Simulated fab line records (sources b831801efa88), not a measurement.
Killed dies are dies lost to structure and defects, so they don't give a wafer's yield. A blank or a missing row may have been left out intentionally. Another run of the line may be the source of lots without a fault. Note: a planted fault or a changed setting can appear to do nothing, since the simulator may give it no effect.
Chamber matching	flow sfq-line	SFQ_TRILAYER_L0_VIA_ETCH_VIA_ETCH_016 on rie-diel-02: 4 sister chambers
The step etches SiO2 in CHF3, stops on MoNx KI, target depth 80 nm. 14 wafers are shown with their chamber, then 6 later ones without.

## WAFERS WITH THEIR CHAMBER
wafer	chamber	drypump-motor-current-A (A)	chamber-pressure-mTorr (mTorr)	oes-product-au (a.u.)
L150.4	0	5.8	29.925	0.838
L150.5	3	6.2	30.002	0.843
L150.6	0	5.8	29.965	0.855
L153.1	1	5.3	29.974	0.829
L153.2	3	6.2	30.001	0.840
L153.5	0	5.8	29.980	0.844
L154.1	3	6.2	29.991	0.834
L154.4	2	6.0	29.991	0.841
L154.5	1	5.3	30.001	0.845
L161.1	1	5.3	29.986	0.850
L161.3	0	5.9	29.983	0.840
L161.4	2	6.0	30.036	0.856
L163.3	2	6.0	29.974	0.824
L163.4	0	5.8	29.967	0.842

SIGNATURES (means of the wafers above)
reading	chamber 0	chamber 1	chamber 2	chamber 3	scatter within a chamber
drypump-motor-current-A	5.820	5.300	6.000	6.200	0.0283
chamber-pressure-mTorr	29.96400	29.98700	30.00033	29.99800	0.0215
oes-product-au	0.84380	0.84133	0.84033	0.83900	0.00986
Rule: distance of a wafer from a chamber = root of the sum over the readings of ((wafer's reading minus chamber's mean) / reading's scatter) squared. If the next closest chamber is less than 2 further off than the closest, the wafer can't be placed; otherwise it belongs to the closest. The scatter is the square root of a quotient: the sum, over the shown wafers, of each reading's squared deviation from its chamber's mean, divided by wafers minus chambers.

## WAFERS WITH NO CHAMBER GIVEN
wafer	drypump-motor-current-A (A)	chamber-pressure-mTorr (mTorr)	oes-product-au (a.u.)
L163.6	5.8	30.014	0.847
L164.2	6.0	29.992	0.846
L164.3	6.2	30.002	0.826
L164.5	5.3	30.035	0.846
L171.3	5.3	30.029	0.856
L171.5	6.0	29.996	0.852

## WHICH CHAMBER EACH WENT THROUGH
wafer	from the rows above	in truth
L163.6	0	0
L164.2	2	2
L164.3	3	3
L164.5	1	1
L171.3	1	1
L171.5	2	2
Placed correctly: 6 of 6. Not placeable from these rows: 0. Number placed wrongly: 0.
